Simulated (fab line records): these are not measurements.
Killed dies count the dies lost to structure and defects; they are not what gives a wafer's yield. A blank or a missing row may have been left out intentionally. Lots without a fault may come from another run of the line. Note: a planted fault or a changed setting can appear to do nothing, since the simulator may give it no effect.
A lot that was struck, set against a sound lot	flow sky130	25 steps out of a route of 708
Sound: wafers L955.2, L955.4, L955.6. Wafers struck: L944.1, L944.4, L944.6. The cause is given at the end.
Per side, at each step with rows, come the tool, then ch with its chambers, and then its first start. Under that, the readings that differ: sound wafers	struck wafers	difference of the means	sigmas: that difference in standard deviations of wafers without a fault.
alike: a reading whose means differ by less than 2 such deviations, as well as words and numbers matching on both sides. not compared: withheld readings; readings where some wafer has no value; bounds like >300 that might hide an equal value; numbers whose values overlap and for which the record gives no deviation.
The two part at a step that has a row with sigmas, a row that says differs or no value, or rows on one side only. When numbers do not overlap yet have no deviation, they are printed without sigmas and do not part them. A reading missing from all wafers of one side parts the sides only when that side holds two or more wafers.

first, 6 steps without rows for these wafers: SKY_SD_N_IMPLANT_10; SKY_SD_N_STRIP_11 (strips in O2/N2); SKY_SD_N_CLEAN_13 (cleans in SC1/SC2, time 150 s); SKY_SD_N_RTA_14 (time 2 s); SKY_SALICIDE_CLEAN_00 (cleans in HF-last, time 30 s); SKY_LI_CONTACT_HDPCVD_00 (deposits PSG, target thk 930 nm, time 155 s).
SKY_LI_CONTACT_CMP_02: polishes PSG.
  sound on cmp-02 ch 1,3, day 33 00:59; struck on cmp-02 ch 0,1,3, day 29 13:19
  no value came back on the struck wafers for edgeZonePressureFrac, headPressurePsi (psi), motorCurrentA (A), timeToEndpointS (s); on the sound wafers edgeZonePressureFrac reads 0.996 1.003 1.002
reading	sound	struck	difference	sigmas
model.PSG_of_LI_CONTACT_HDPCVD_00.thkNm (nm)	593.6 596.4 595.4	931.6 930.3 933.6	+336.7	
then, 9 steps without rows for these wafers: SKY_LI_CONTACT_DEHYDRATE_04 (time 60 s); SKY_LI_CONTACT_HMDS_05 (prime time 60 s); SKY_LI_CONTACT_COAT_06 (resist thk 60 nm); SKY_LI_CONTACT_COAT_07 (resist thk 450 nm); SKY_LI_CONTACT_SOFTBAKE_08 (time 90 s); SKY_LI_CONTACT_EXPOSE_09 (exposes mask LICM1, target cd 170 nm); SKY_LI_CONTACT_PEB_10; SKY_LI_CONTACT_DEVELOP_11 (develop time 60 s); SKY_LI_CONTACT_ETCH_14 (etches BARC in N2/H2, stops on SiO2, time 45.9 s, target depth 60 nm).
SKY_LI_CONTACT_ETCH_15: etches PSG in C4F8/O2/Ar, stops on Si, target depth 600 nm.
  sound on rieDiel-03 ch 0,2, day 34 04:36; struck on rieDiel-03 ch 1,2, day 30 18:02
reading	sound	struck	difference	sigmas
oesProductAu (a.u.)	0.838 0.834 0.833	1.640 1.612 1.606	+0.784	+99 or more
model.etch.depthNm (nm)	593.6 596.4 595.4	815.4 798.9 797.8	+208.9	
model.LI_CONTACT.featureDepthNm (nm)	593.6 596.4 595.4	815.4 798.9 797.8	+208.9	
then, 6 steps without rows for these wafers: SKY_LI_CONTACT_STRIP_16 (strips in O2/N2); SKY_LI_CONTACT_CLEAN_17 (cleans in NMP, time 600 s); SKY_LI_CONTACT_PRE_CLEAN_18 (time 5.6 s); SKY_LI_CONTACT_SPUTTER_19 (material Ti, target thk 20 nm, time 106.37 s); SKY_LI_CONTACT_SPUTTER_20 (material TiN, target thk 20 nm, time 80 s); SKY_LI_CONTACT_CVD_21 (deposits W, target thk 400 nm, time 120.56 s).
SKY_LI_CONTACT_CMP_24: polishes, stops on PSG, t overpolish 20 s, target thk 0 nm.
  sound on cmp-02 ch 2,3, day 34 05:37; struck on cmp-01 ch 0,2,3, day 30 19:00
reading	sound	struck	difference	sigmas
model.PSG_of_LI_CONTACT_HDPCVD_00.thkNm (nm)	584.1 586.9 585.9	922.1 920.8 924.1	+336.7	
  alike: edgeZonePressureFrac, headPressurePsi, motorCurrentA
-- record jumps: 16 days separate the struck wafers' starts on either side; left off in module LI_CONTACT, taken up again in module PAD_OPEN, whose first shown step is the route's number 708 --
SKY_PAD_OPEN_PROBE_99:
  rows exist in the record for the struck wafers here (prober-02, day 47 04:58), but not for the sound ones

## WHERE THEY PART
At SKY_LI_CONTACT_CMP_02 first; at SKY_PAD_OPEN_PROBE_99 last (within this record only).

WHY: what the simulator had put in
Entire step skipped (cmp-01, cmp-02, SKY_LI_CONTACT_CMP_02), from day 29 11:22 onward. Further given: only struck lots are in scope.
